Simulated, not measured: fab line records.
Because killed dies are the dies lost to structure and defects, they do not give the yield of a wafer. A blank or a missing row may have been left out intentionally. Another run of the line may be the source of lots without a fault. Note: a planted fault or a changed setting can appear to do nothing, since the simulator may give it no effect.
Comparing a struck lot with a sound one | flow sky130 | 15 steps out of a route of 708
Sound: the wafers L980.1, L980.2, L980.6. Wafers struck: L973.2, L973.5, L973.6. The cause is given at the end.
For every step that has rows: the tool of each side, followed by ch and its chambers, followed by its first start. Under that, the readings that differ: sound wafers | struck wafers | difference of the means | sigmas: that difference in standard deviations of wafers without a fault.
alike: readings whose means differ by less than 2 such deviations, and words and numbers that are the same on both sides. not compared: withheld readings, readings that some wafer has no value for, bounds like >300 that may hide the same value, and numbers for which the record gives no deviation and whose values overlap.
Wherever a step has rows on one side only, a row that says differs or no value, or a row with sigmas, the two part there. Non-overlapping numbers with no deviation appear without sigmas and do not part them. Lack of a reading on every wafer of one side parts them only where that side has two or more wafers.

first, 3 steps without rows for these wafers: SKY_VIA2_CLEAN_18 (cleans in IPA, time 180 s); SKY_VIA2_CLEAN_19 (cleans in O3/DIW); SKY_VIA2_SPUTTER_20 (material TiN, target thk 20 nm, time 80 s).
SKY_VIA2_CVD_21: deposits W, target thk 420 nm, time 126.4 s.
  sound on cvdW-01 ch 0,1, day 41 11:55; struck on cvdW-02 ch 0,1, day 38 09:22
reading          | sound       | struck      | difference | sigmas
heaterPowerW (W) | 786 795 785 | 905 872 865 | +92        | +2
  alike: chamberPressureTorr, heaterPowerOuterW
  not compared: sinceWetCleanH
SKY_VIA2_RS_MEAS_22: a four-point-probe measurement.
  sound on filmMetro-04 at day 41 12:02; struck on filmMetro-01 at day 38 09:31
reading            | sound                | struck               | difference | sigmas
VIA2_W_RS (ohm/sq) | 0.2784 0.2741 0.2767 | 0.2734 0.2707 0.2681 | -0.0057    | -2
SKY_VIA2_THK_MEAS_23: measures by xrf.
  sound on filmMetro-04 at day 41 12:10; struck on filmMetro-01 at day 38 09:38
  alike: VIA2_W_THK
SKY_VIA2_CMP_24: polishes, stops on SiO2, t overpolish 20 s, target thk 0 nm.
  sound on cmp-01 ch 1,3, day 41 12:13; struck on cmp-01 ch 0,2,3, day 38 09:47
  alike: headPressurePsi, motorCurrentA, overpolishRunS, retainingRingPressureFrac, timeToEndpointS
SKY_METAL3_SPUTTER_00: material Ti, target thk 15 nm, time 10 s.
  sound on pvdSputter-03 at day 41 12:31; struck on pvdSputter-03 at day 38 09:59
  alike: throttleValvePct
then, 3 steps without rows for these wafers: SKY_METAL3_SPUTTER_01 (material TiN, target thk 20 nm, time 16.7 s); SKY_METAL3_SPUTTER_02 (material AlCu, target thk 735 nm, time 39.1 s); SKY_METAL3_SPUTTER_03 (material Ti, target thk 5 nm, time 3.3 s).
SKY_METAL3_SPUTTER_04: material TiN, target thk 70 nm, time 58.3 s.
  sound on pvdSputter-03 at day 41 12:38; struck on pvdSputter-03 at day 38 10:05
  alike: throttleValvePct
SKY_CAPM_CVD_00: deposits SiO2, target thk 15.5 nm.
  sound on pecvd-01 ch 0,2, day 41 12:41; struck on pecvd-01 ch 1,2, day 38 10:08
  no value came back on the struck wafers for heaterPowerOuterW (W), heaterPowerW (W); on the sound wafers heaterPowerOuterW (W) reads 379 371 389
SKY_CAPM_SPUTTER_02: material TiN, target thk 200 nm, time 166.7 s.
  sound on pvdSputter-01 at day 41 12:46; struck on pvdSputter-04 at day 38 10:13
  alike: throttleValvePct
-- the record jumps here: 9 days lie between the struck wafers' starts before and after (it left off in module CAPM and takes up again in module PAD_OPEN, whose first step shown is number 708 of the route) --
SKY_PAD_OPEN_PROBE_99:
  sound on prober-01 at day 49 20:03; struck on prober-02 at day 47 08:37
reading                 | sound          | struck         | difference | sigmas
defectLimitedYield (%)  | 81.3 84.8 78.5 | 0 0 0          | -82        | -43
killedAtOther           | 1 0 0          | 394 421 389    | +401       | +99 or more
killedDies              | 92 75 106      | 492 492 492    | +401       | +42
killedOnRim             | 21 10 26       | 96 96 96       | +77        | +19
sort_bin_5_function (%) | 10.8 9.6 12.4  | 91.7 94.5 88.8 | +80.7      | +58
sortNPass               | 400 417 386    | 0 0 0          | -401       | -42
sortYieldPct (%)        | 81.3 84.8 78.5 | 0 0 0          | -82        | -43
  alike: killed_at_M0_to_M3, killed_at_M4_up, killedAtContacts, killedAtFrontEnd, killedOpen, killedShort, sort_bin_3_pad_short, sort_bin_6_memory

## WHERE THEY PART
First at SKY_VIA2_CVD_21; last, within this record, at SKY_PAD_OPEN_PROBE_99.

WHY: what had been put in by the simulator
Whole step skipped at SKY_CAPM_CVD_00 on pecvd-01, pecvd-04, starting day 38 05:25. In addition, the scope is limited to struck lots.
